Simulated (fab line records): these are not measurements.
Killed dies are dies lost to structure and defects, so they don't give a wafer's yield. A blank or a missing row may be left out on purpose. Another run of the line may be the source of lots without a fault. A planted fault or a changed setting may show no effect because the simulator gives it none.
Matching of chambers ; flow gf180mcu ; 3 sister chambers for GF_CONTACT_CVD_02 on pecvd-01
The step deposits SiO2 from TEOS, target thk 860 nm, time 95.992 s. 6 wafers are shown with their chamber, then 7 later ones without.

## EACH WAFER AND ITS CHAMBER
wafer;chamber;heater_power_w (W)
L907.1;0;738
L907.3;0;778
L910.4;2;659
L910.6;1;460
L917.4;1;380
L917.5;2;659

## WAFERS MISSING THEIR CHAMBER
wafer;heater_power_w (W)
L917.6;622
L919.2;745
L919.5;780
L919.6;689
L922.1;573
L922.3;443
L922.6;651

## WHICH CHAMBER EACH WENT THROUGH
wafer;from the rows above;in truth
L917.6;2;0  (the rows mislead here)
L919.2;can't be placed: 0 or 2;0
L919.5;0;0
L919.6;can't be placed: 2 or 0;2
L922.1;can't be placed: 2 or 1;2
L922.3;1;1
L922.6;2;2
Correct placement for 3 of the 7. Cannot be placed on the basis of these rows: 3; the candidates contain the true chamber in 3. 1 placed wrongly.
How it was worked out, from the rows above alone: a wafer's distance from a chamber is the root of the sum, over the readings, of the square of ((its reading less the chamber's mean) divided by the reading's scatter). If the next closest chamber is less than 2 further off than the closest, the wafer can't be placed; otherwise it belongs to the closest. Each chamber's mean is taken over the wafers shown for it. The scatter: the root of (the sum of the squares of (reading less its chamber's mean) over the shown wafers, divided by (wafers less chambers)).
